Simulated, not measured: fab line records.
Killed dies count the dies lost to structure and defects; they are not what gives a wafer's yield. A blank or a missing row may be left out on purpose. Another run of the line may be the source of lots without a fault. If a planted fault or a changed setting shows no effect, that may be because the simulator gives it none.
Struck lot and sound lot, side by side -- flow sky130 -- 17 steps out of a route of 708
Sound: these wafers, L802.4, L802.5, L802.6. Struck: wafers L809.3, L809.5, L809.6. The cause is named last.
For every step that has rows: the tool of each side, followed by ch and its chambers, followed by its first start. Under that, the readings that differ: sound wafers -- struck wafers -- difference of the means -- sigmas: that difference in standard deviations of wafers without a fault.
alike: readings whose means differ by less than 2 such deviations, and words and numbers that are the same on both sides. not compared: withheld readings, readings that some wafer has no value for, bounds like >300 that may hide the same value, and numbers for which the record gives no deviation and whose values overlap.
The two part at a step that has a row with sigmas, a row that says differs or no value, or rows on one side only. Numbers that don't overlap but have no deviation are shown without sigmas and don't part them. Lack of a reading on every wafer of one side parts them only where that side has two or more wafers.

SKY_LDD_P_OVL_MEAS_08:
  sound on overlay-01 at day 20 06:23; struck on overlay-02 at day 22 21:02
  alike: LDD_P_OVL
next, for these wafers, 1 step has no rows: SKY_LDD_P_IMPLANT_09.
SKY_LDD_P_STRIP_10: strips in O2/N2.
  sound on plasma_asher-04 ch 0,1, day 20 06:35; struck on plasma_asher-03 ch 0,1, day 22 21:15
  alike: drypump_motor_current_A, o2_flow_sccm, oes_product_au, strip_time_to_endpoint_s
  not compared: rf_hours_counter_h
SKY_LDD_P_TW_MEAS_11:
  sound on film_metro-01 at day 20 06:41; struck on film_metro-01 at day 22 21:20
  alike: LDD_P_TW
then, 7 steps without rows for these wafers: SKY_LDD_HVN_DEHYDRATE_00 (time 60 s); SKY_LDD_HVN_HMDS_01 (prime time 60 s); SKY_LDD_HVN_COAT_02 (resist thk 300 nm); SKY_LDD_HVN_SOFTBAKE_03 (time 60 s); SKY_LDD_HVN_EXPOSE_04 (exposes mask HVNTM, target cd 700 nm); SKY_LDD_HVN_PEB_05; SKY_LDD_HVN_DEVELOP_06 (develop time 60 s).
SKY_LDD_HVN_OVL_MEAS_07:
  sound on overlay-01 at day 21 12:44; struck on overlay-01 at day 24 02:58
reading,sound,struck,difference,sigmas
LDD_HVN_OVL (nm),2.1 3.3 1.8,-1.6 -3.2 -2.9,-5.0,-3
SKY_LDD_HVN_IMPLANT_08:
  sound on implanter-04 ch 0, day 21 12:49; struck on implanter-01 ch 0, day 24 03:22
SKY_LDD_HVN_STRIP_09: strips in O2/N2.
  sound on plasma_asher-02 ch 0,1, day 21 12:56; struck on plasma_asher-01 ch 0,1, day 24 03:30
  alike: drypump_motor_current_A, o2_flow_sccm, oes_product_au, strip_time_to_endpoint_s
  not compared: rf_hours_counter_h
SKY_LDD_HVN_TW_MEAS_10:
  sound on film_metro-01 at day 21 13:02; struck on film_metro-04 at day 24 03:49
reading,sound,struck,difference,sigmas
LDD_HVN_TW,1425 1430 1432,1803 1804 1808,+376,+24
then, 1 step without rows for these wafers: SKY_LDD_HVP_DEHYDRATE_00 (time 60 s).
-- here the record skips 24 days between the struck wafers' starts before and after, leaving off in module LDD_HVP and picking up in module PAD_OPEN (first step shown: number 708 of the route) --
SKY_PAD_OPEN_PROBE_99:
  sound on prober-01 at day 46 14:06; struck on prober-02 at day 48 04:19
reading,sound,struck,difference,sigmas
model.etest.tip_n_5v.rs_ohm_sq,1396 1389 1401,835.1 843.4 847,-553.5,
model.etest.nfet_g5v0d10v5.r_on_ohm_um,1877 1893 1896,1719 1725 1741,-160,
model.etest.nfet_g5v0d10v5.drive_ua_um,609.3 599.3 602,650.1 659 652.9,+50.5,
model.etest.nfet_05v0_nvt.drive_ua_um,576.6 573.7 571,598.9 599.1 598.6,+25.1,
model.etest.res_ndiff_hv.rs_ohm_sq,112.7 113.2 113.3,112 112.2 111.7,-1,
model.etest.ring_5v.delay_ps,44.43 44.7 44.59,42.93 43.01 42.85,-1.64,
model.etest.nfet_05v0_nvt.off_log10_a_um,-10.72 -10.9 -10.9,-10.69 -10.57 -10.6,+0.22,
  alike: killed_at_M0_to_M3, killed_at_M4_up, killed_at_contacts, killed_at_front_end, killed_at_other, killed_dies, killed_open, killed_short
  not compared: model.etest.tip_n_5v.rs_ohm_sq_range

WHERE THEY PART
Earliest at SKY_LDD_HVN_OVL_MEAS_07; latest, in this record, at SKY_LDD_HVN_TW_MEAS_10. Later steps at which nothing parts them and some readings are alike: SKY_PAD_OPEN_PROBE_99.

WHY: the cause the simulator had injected
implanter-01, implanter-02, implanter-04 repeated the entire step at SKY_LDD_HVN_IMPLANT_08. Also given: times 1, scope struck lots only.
